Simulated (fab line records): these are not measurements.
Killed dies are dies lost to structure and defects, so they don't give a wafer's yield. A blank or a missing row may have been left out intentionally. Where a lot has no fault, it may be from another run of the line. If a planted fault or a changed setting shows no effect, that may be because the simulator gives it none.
fab line records	flow gf180mcu
record lots=13	wafers=39	last-day=34
route steps=602 shown VT_IMPLANT@131 M3@425 V4@481
lots that met no fault: from a run of the same line without faults
start-h: hours from the record's first day to the start of the lot's first wafer shown	wait-h: hours since the lot's step before	" identical to the entry in the row above	L1.1+2: one row covering several wafers at once	- value missing, or start not given	* or withheld: withheld	< > ~ a bound
route shown NAME@n: names a module that has steps shown in the file, with the first one's number in the route	usual: the fault-free wafers' mean and standard deviation	same: alike in all rows	chamber/n: place in a boat	sites: readings site by site	_std_site: their standard deviation	_edge_site: the outer-site mean with the inner-site mean subtracted	radius-mm: how far each site lies from the wafer's centre	mask NAME#n: copy n	behind: the last tool/chamber to shape the wafer	hold: cause of the lot's hold/its duration in hours/its outcome	device: the n, p or np transistor that did not switch	end of line: the tests these same wafers got at the end of their route	where a step has no rows: the recipe by itself	killed: dies that structure and defects cost at the first sort, which is not the same as the wafer's yield	map: a wafer's dies, marking killed ones x, the rest . and places with no die _
set.NAME: the setting as run; set.NAME@STEP: as run at that earlier step	model.NAME: the simulator's own value behind a step, which no gauge read
steps of the route over a sample of lots; a table a step, a row a wafer
services: a tool's chamber out of use, with start hour (start-h, from the record's first day; less than 0 if before it), hours out, and reason
## steps
# step GF_VT_IMPLANT_IMPLANT_41
# recipe species=As	energy-kev=70	dose-cm2=1.013e+12	tilt-deg=7
# usual beam-energy-keV=70.003/0.025
# same implant-ion-amu=75
lot.wafer	tool	chamber	start-h	wait-h	beam-energy-keV
L154.2	implanter-04	0	155.95	0.0	69.951
L154.3	"	0	"	"	69.979
L154.6	"	0	"	"	69.991
L155.1	implanter-01	0	163.34	0.0	70.030
L155.2	"	0	"	"	70.039
L155.3	"	0	"	"	70.021
L157.4	implanter-04	0	176.71	0.1	69.981
L157.5	"	0	"	"	70.000
L157.6	"	0	"	"	70.023
L158.1	implanter-04	0	182.33	0.0	69.989
L158.2	"	0	"	"	69.994
L158.5	"	0	"	"	70.036
L159.1	implanter-04	0	188.58	0.0	70.016
L159.3	"	0	"	"	69.969
L159.5	"	0	"	"	70.002
L160.2	implanter-04	0	196.50	0.0	69.967
L160.4	"	0	"	"	69.981
L160.5	"	0	"	"	69.972
L163.3	implanter-04	0	218.73	0.1	70.003
L163.4	"	0	"	"	70.065
L163.6	"	0	"	"	70.051
L164.2	implanter-04	0	225.01	0.0	69.956
L164.4	"	0	"	"	69.980
L164.6	"	0	"	"	69.988
L168.2	implanter-01	0	252.61	0.0	79.470
L168.4	"	0	"	"	79.476
L168.5	"	0	"	"	79.461
L169.1	implanter-01	0	259.24	0.0	79.435
L169.2	"	0	"	"	79.469
L169.5	"	0	"	"	79.467
L171.1	implanter-03	0	270.53	0.0	70.025
L171.2	"	0	"	"	70.011
L171.3	"	0	"	"	70.028
L172.1	implanter-03	0	283.83	0.0	70.023
L172.3	"	0	"	"	69.969
L172.5	"	0	"	"	69.966
L174.2	implanter-03	0	289.76	0.0	69.978
L174.4	"	0	"	"	69.976
L174.5	"	0	"	"	70.000
# step GF_VT_IMPLANT_TW_MEAS_43
# usual VT_IMPLANT_4_TW=694/6.5
lot.wafer	tool	chamber	start-h	wait-h	VT_IMPLANT_4_TW
L154.2	film-metro-02	-	156.19	0.1	681
L154.3	"	-	"	"	684
L154.6	"	-	"	"	683
L155.1	film-metro-04	-	163.59	0.1	699
L155.2	"	-	"	"	701
L155.3	"	-	"	"	698
L157.4	film-metro-04	-	176.91	0.1	698
L157.5	"	-	"	"	697
L157.6	"	-	"	"	699
L158.1	film-metro-03	-	182.58	0.1	691
L158.2	"	-	"	"	691
L158.5	"	-	"	"	698
L159.1	film-metro-04	-	188.83	0.1	698
L159.3	"	-	"	"	700
L159.5	"	-	"	"	700
L160.2	film-metro-04	-	196.74	0.1	695
L160.4	"	-	"	"	698
L160.5	"	-	"	"	697
L163.3	film-metro-04	-	218.95	0.1	694
L163.4	"	-	"	"	696
L163.6	"	-	"	"	698
L164.2	film-metro-03	-	225.25	0.1	691
L164.4	"	-	"	"	691
L164.6	"	-	"	"	695
L168.2	film-metro-03	-	252.84	0.1	724
L168.4	"	-	"	"	719
L168.5	"	-	"	"	720
L169.1	film-metro-03	-	259.49	0.1	721
L169.2	"	-	"	"	718
L169.5	"	-	"	"	721
L171.1	film-metro-04	-	270.78	0.1	697
L171.2	"	-	"	"	699
L171.3	"	-	"	"	698
L172.1	film-metro-04	-	284.08	0.1	695
L172.3	"	-	"	"	691
L172.5	"	-	"	"	699
L174.2	film-metro-03	-	290.00	0.1	693
L174.4	"	-	"	"	692
L174.5	"	-	"	"	690
# step GF_M3_METAL_ETCH_16
# recipe chemistry=Cl2/BCl3	mask-material=KrF	target-depth-nm=750.8	stop-on=SiO2	pressure-mtorr=8	icp-w=800	bias-w=140	Cl2_flow_sccm=80	bcl3-flow-sccm=40	time-s=125.1
# usual drypump-motor-current-A=5.9/0.37	oes-product-au=0.989/0.0067	throttle-valve-pct=28.230/0.011
lot.wafer	tool	chamber	start-h	wait-h	drypump-motor-current-A	oes-product-au	rf-hours-counter-h	throttle-valve-pct
L154.2	rie-metal-01	0	486.35	0.0	6.1	0.996	10	28.237
L154.3	"	0	"	"	6.1	0.997	-	28.222
L154.6	"	1	"	"	5.2	0.992	-	28.220
L155.1	rie-metal-04	0	493.50	0.0	6.1	0.989	6	28.224
L155.2	"	0	"	"	6.1	0.997	-	28.235
L155.3	"	0	"	"	6.1	0.997	-	28.245
L157.4	rie-metal-01	0	515.30	0.1	6.1	0.997	-	28.229
L157.5	"	0	"	"	6.1	1.000	-	28.231
L157.6	"	1	"	"	5.2	0.986	-	28.224
L158.1	rie-metal-04	0	522.80	0.0	6.1	0.992	7	28.220
L158.2	"	1	"	"	5.7	0.977	1	28.261
L158.5	"	0	"	"	6.1	0.981	-	28.236
L159.1	rie-metal-04	0	540.25	0.0	6.1	0.997	7	28.228
L159.3	"	1	"	"	5.7	0.980	-	28.223
L159.5	"	1	"	"	5.7	0.981	-	28.245
L160.2	rie-metal-01	0	546.64	0.0	6.1	1.003	12	28.211
L160.4	"	0	"	"	6.1	0.996	-	28.228
L160.5	"	0	"	"	6.1	0.992	-	28.224
L163.3	rie-metal-01	0	565.10	0.1	6.2	0.999	-	28.228
L163.4	"	1	"	"	5.2	0.977	-	28.229
L163.6	"	0	"	"	6.2	0.993	-	28.230
L164.2	rie-metal-04	0	575.79	0.0	6.1	0.996	8	28.217
L164.4	"	0	"	"	6.1	0.989	-	28.217
L164.6	"	1	"	"	5.7	0.979	-	28.242
L168.2	rie-metal-01	0	606.94	0.0	6.1	0.991	14	28.212
L168.4	"	0	"	"	6.1	1.001	-	28.233
L168.5	"	0	"	"	6.1	0.995	-	28.218
L169.1	rie-metal-04	1	613.75	0.0	5.7	0.981	3	28.238
L169.2	"	0	"	"	6.1	0.985	9	28.230
L169.5	"	1	"	"	5.7	0.978	-	28.238
L171.1	rie-metal-01	0	628.45	0.0	6.1	1.001	15	28.230
L171.2	"	1	"	"	5.2	0.984	2	28.237
L171.3	"	0	"	"	6.1	0.988	-	28.227
L172.1	rie-metal-01	0	641.24	0.0	6.1	0.992	15	28.217
L172.3	"	0	"	"	6.1	1.000	-	28.231
L172.5	"	1	"	"	5.2	0.997	-	28.216
L174.2	rie-metal-04	0	653.95	0.0	6.1	0.993	10	28.224
L174.4	"	0	"	"	6.1	0.990	-	28.221
L174.5	"	0	"	"	6.1	0.995	-	28.221
# step GF_V4_BOW_MEAS_05
# recipe mode=bow
# usual V4_BOW=137/8.5
lot.wafer	tool	chamber	start-h	wait-h	V4_BOW[um]
L154.2	film-metro-04	-	538.24	0.1	138
L154.3	"	-	"	"	140
L154.6	"	-	"	"	135
L155.1	film-metro-02	-	543.52	0.1	133
L155.2	"	-	"	"	138
L155.3	"	-	"	"	138
L157.4	film-metro-01	-	564.83	0.3	148
L157.5	"	-	"	"	151
L157.6	"	-	"	"	151
L158.1	film-metro-02	-	572.16	0.1	139
L158.2	"	-	"	"	136
L158.5	"	-	"	"	139
L159.1	film-metro-01	-	589.73	0.1	137
L159.3	"	-	"	"	145
L159.5	"	-	"	"	141
L160.2	film-metro-04	-	595.47	0.3	147
L160.4	"	-	"	"	150
L160.5	"	-	"	"	146
L163.3	film-metro-04	-	611.95	0.2	139
L163.4	"	-	"	"	137
L163.6	"	-	"	"	136
L164.2	film-metro-02	-	622.24	0.2	118
L164.4	"	-	"	"	127
L164.6	"	-	"	"	131
L168.2	film-metro-04	-	652.01	0.2	151
L168.4	"	-	"	"	143
L168.5	"	-	"	"	149
L169.1	film-metro-04	-	657.81	0.2	133
L169.2	"	-	"	"	128
L169.5	"	-	"	"	139
L171.1	film-metro-01	-	673.11	0.2	140
L171.2	"	-	"	"	136
L171.3	"	-	"	"	140
L172.1	film-metro-01	-	684.45	0.2	142
L172.3	"	-	"	"	144
L172.5	"	-	"	"	136
L174.2	film-metro-01	-	697.07	0.2	129
L174.4	"	-	"	"	122
L174.5	"	-	"	"	122
# step GF_V4_CD_MEAS_14
# recipe target-cd-nm=260
# usual cd-nm=259.5/1.1
lot.wafer	tool	chamber	start-h	wait-h	cd-nm
L154.2	cd-sem-02	-	560.98	0.1	260.0
L154.3	"	-	"	"	259.5
L154.6	"	-	"	"	260.6
L155.1	cd-sem-01	-	565.54	0.1	261.3
L155.2	"	-	"	"	261.1
L155.3	"	-	"	"	260.1
L157.4	cd-sem-01	-	586.97	0.2	258.8
L157.5	"	-	"	"	258.8
L157.6	"	-	"	"	259.4
L158.1	cd-sem-01	-	593.94	0.1	258.8
L158.2	"	-	"	"	258.7
L158.5	"	-	"	"	258.4
L159.1	cd-sem-02	-	610.65	0.1	260.4
L159.3	"	-	"	"	259.3
L159.5	"	-	"	"	259.3
L160.2	cd-sem-01	-	616.21	0.1	260.5
L160.4	"	-	"	"	260.6
L160.5	"	-	"	"	261.8
L163.3	cd-sem-01	-	632.89	0.1	260.4
L163.4	"	-	"	"	260.2
L163.6	"	-	"	"	260.6
L164.2	cd-sem-02	-	642.38	0.1	259.2
L164.4	"	-	"	"	260.2
L164.6	"	-	"	"	260.2
L168.2	cd-sem-01	-	671.62	0.1	260.5
L168.4	"	-	"	"	259.4
L168.5	"	-	"	"	260.4
L169.1	cd-sem-01	-	677.36	0.1	259.2
L169.2	"	-	"	"	258.1
L169.5	"	-	"	"	259.8
L171.1	cd-sem-02	-	691.46	0.1	258.5
L171.2	"	-	"	"	259.1
L171.3	"	-	"	"	259.9
L172.1	cd-sem-02	-	703.41	0.1	259.2
L172.3	"	-	"	"	260.1
L172.5	"	-	"	"	261.5
L174.2	cd-sem-01	-	715.31	0.1	260.3
L174.4	"	-	"	"	260.3
L174.5	"	-	"	"	261.5
## services
tool	chamber	start-h	hours	kind
rie-metal-01	-	153.49	0.4	repair
implanter-01	-	166.10	5.1	pm
implanter-03	-	207.21	2.0	pm
rie-metal-04	-	219.72	1.4	pm
implanter-01	-	224.93	3.6	pm
implanter-04	-	226.02	1.2	repair
implanter-04	-	227.98	5.7	repair
rie-metal-04	-	232.10	1.2	repair
rie-metal-04	-	234.22	0.9	repair
rie-metal-01	-	263.96	1.0	repair
implanter-01	-	266.28	2.9	repair
implanter-01	-	300.27	1.9	repair
implanter-03	-	332.23	4.8	repair
rie-metal-01	-	333.61	1.4	pm
implanter-04	-	361.79	4.8	repair
rie-metal-04	-	379.50	2.8	pm
implanter-04	-	401.02	3.4	pm
implanter-04	-	426.14	6.3	repair
rie-metal-04	-	479.63	0.5	repair
rie-metal-04	-	498.02	0.2	repair
rie-metal-01	-	528.96	4.3	pm
implanter-04	-	572.98	5.6	pm
implanter-04	-	591.28	4.2	repair
rie-metal-01	0	596.53	6.8	repair
## key
first-sign step=GF_VT_IMPLANT_IMPLANT_41	reading=beam-energy-keV	direction=up	sigmas=99+	usual=70.003	struck=79.463
effect step=GF_VT_IMPLANT_TW_MEAS_43	reading=VT_IMPLANT_4_TW	direction=up	sigmas=4	usual=694	struck=720
met-at GF_VT_IMPLANT_IMPLANT_41
struck-lots L168,L169
tester-left-out L168,L169
not-acting-at GF_M3_METAL_ETCH_16,GF_V4_BOW_MEAS_05,GF_V4_CD_MEAS_14
onset-between 163.34 252.61
fault kind=process-parameter-drift	tool=implanter-01	chamber=-	onset-h=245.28	steps=GF_VT_IMPLANT_IMPLANT_41	channel=energy-kev	offset=9.4497	shape=step	end-h=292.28	acts-in=these-recipes-only	stated=70
# tester-left-out: of these lots the tester's yield and bins aren't shown, on N5 and GAA mostly nor the transistor test; their killed dies are dies lost to structure and defects alone, not to doping, threshold or leakage, so they don't give the yield
